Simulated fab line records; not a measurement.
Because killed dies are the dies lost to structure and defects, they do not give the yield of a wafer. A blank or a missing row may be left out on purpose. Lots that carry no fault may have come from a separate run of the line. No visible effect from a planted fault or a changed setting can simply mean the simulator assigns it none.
Struck lot and sound lot, side by side ; flow sky130 ; 17 steps out of a route of 708
Sound: these wafers, L545.1, L545.3, L545.5. Struck: wafers L542.1, L542.3, L542.5. The cause is named last.
Order at every step that has rows: each side's tool, ch and its chambers, its first start. Under that, the readings that differ: sound wafers ; struck wafers ; difference of the means ; sigmas: that difference in standard deviations of wafers without a fault.
alike: words and numbers the same on both sides, and readings whose means are apart by under 2 such deviations; not compared: readings that were withheld, readings missing a value for some wafer, numbers with overlapping values and no deviation given by the record, and bounds like >300 which may hide the same value.
A row with sigmas, a row that says differs or no value, or rows on one side alone: a step with any of these is where the two part. Numbers that have no deviation but don't overlap get no sigmas and don't part them. A reading missing from all wafers of one side parts the sides only when that side holds two or more wafers.

first, 3 steps without rows for these wafers: SKY_LI_CONTACT_EXPOSE_09 (exposes mask LICM1, target cd 170 nm); SKY_LI_CONTACT_PEB_10; SKY_LI_CONTACT_DEVELOP_11 (develop time 60 s).
SKY_LI_CONTACT_CD_MEAS_12 targets a cd of 170 nm.
  sound: cd_sem-02 at day 39 19:26; struck: cd_sem-01 at day 39 17:47
  alike: cd_nm
SKY_LI_CONTACT_OVL_MEAS_13:
  sound: overlay-01 at day 39 19:34; struck: overlay-02 at day 39 17:55
  alike: LI_CONTACT_OVL
SKY_LI_CONTACT_ETCH_14: etches BARC in N2/H2, stops on SiO2, time 45.9 s, target depth 60 nm.
  sound on rie_diel-02 ch 0,1,2, day 39 19:35; struck on rie_diel-04 ch 2,3, day 39 17:56
reading;sound;struck;difference;sigmas
oes_product_au (a.u.);0.872 0.863 0.853;0.849 0.843 0.851;-0.015;-3
  alike: chamber_pressure_mTorr, drypump_motor_current_A, throttle_valve_pct
  not compared: rf_hours_counter_h
SKY_LI_CONTACT_ETCH_15: etches PSG in C4F8/O2/Ar, stops on Si, target depth 600 nm.
  sound on rie_diel-02 ch 0,1,2, day 39 19:38; struck on rie_diel-04 ch 2,3, day 39 17:59
  alike: chamber_pressure_mTorr, oes_product_au
SKY_LI_CONTACT_STRIP_16: strips in O2/N2.
  sound on plasma_asher-02 ch 0, day 39 19:43; struck on plasma_asher-02 ch 0,1, day 39 18:04
  alike: chamber_pressure_mTorr, drypump_motor_current_A, oes_product_au, strip_time_to_endpoint_s
  not compared: rf_hours_counter_h
then, 2 steps without rows for these wafers: SKY_LI_CONTACT_CLEAN_17 (cleans in NMP, time 600 s); SKY_LI_CONTACT_PRE_CLEAN_18 (time 5.6 s).
SKY_LI_CONTACT_SPUTTER_19: material Ti, target thk 20 nm, time 106.37 s.
  sound: pvd_sputter-01 at day 39 20:02; struck: pvd_sputter-01 at day 39 18:23
  alike: throttle_valve_pct
SKY_LI_CONTACT_SPUTTER_20: material TiN, target thk 20 nm, time 80 s.
  sound: pvd_sputter-01 at day 39 20:07; struck: pvd_sputter-01 at day 39 18:28
  alike: throttle_valve_pct
SKY_LI_CONTACT_CVD_21: deposits W, target thk 400 nm, time 120.56 s.
  sound on cvd_w-01 ch 0,1, day 39 20:10; struck on cvd_w-01 ch 1, day 39 18:31
  no value came back on the struck wafers for chamber_pressure_Torr (Torr), heater_power_outer_w (W), heater_power_w (W); on the sound wafers chamber_pressure_Torr (Torr) reads 40.12 40.04 40.00
SKY_LI_CONTACT_RS_MEAS_22: a four-point-probe measurement.
  sound: film_metro-04 at day 39 20:18; struck: film_metro-02 at day 39 18:39
reading;sound;struck;difference;sigmas
LI_CONTACT_W_RS (ohm/sq);0.280 0.285 0.284;25.121 25.760 25.490;+25.174;+99 or more
SKY_LI_CONTACT_THK_MEAS_23: measures by xrf.
  sound: film_metro-04 at day 39 20:25; struck: film_metro-02 at day 39 18:46
  not compared: LI_CONTACT_W_THK
SKY_LI_CONTACT_CMP_24: polishes, stops on PSG, t overpolish 20 s, target thk 0 nm.
  sound on cmp-02 ch 0,2,3, day 39 20:35; struck on cmp-02 ch 0,1,3, day 39 18:50
reading;sound;struck;difference;sigmas
time_to_endpoint_s (s);97 94 91;1 4 3;-91;-27
  alike: motor_current_A, platen_rpm
-- record jumps: 13 days separate the struck wafers' starts on either side; left off in module LI_CONTACT, taken up again in module PAD_OPEN, whose first shown step is the route's number 708 --
SKY_PAD_OPEN_PROBE_99:
  sound: prober-02 at day 52 18:07; struck: prober-02 at day 52 17:16
reading;sound;struck;difference;sigmas
killed_at_contacts;28 25 28;429 444 426;+406;+77
killed_dies;105 80 79;492 492 492;+404;+43
killed_on_rim;19 19 17;96 96 96;+78;+19
  alike: killed_at_M0_to_M3, killed_at_M4_up, killed_at_front_end, killed_at_other, killed_open, killed_short

WHERE THEY PART
Last at SKY_PAD_OPEN_PROBE_99 as far as this record goes, first at SKY_LI_CONTACT_ETCH_14.

WHY: what the simulator had put in
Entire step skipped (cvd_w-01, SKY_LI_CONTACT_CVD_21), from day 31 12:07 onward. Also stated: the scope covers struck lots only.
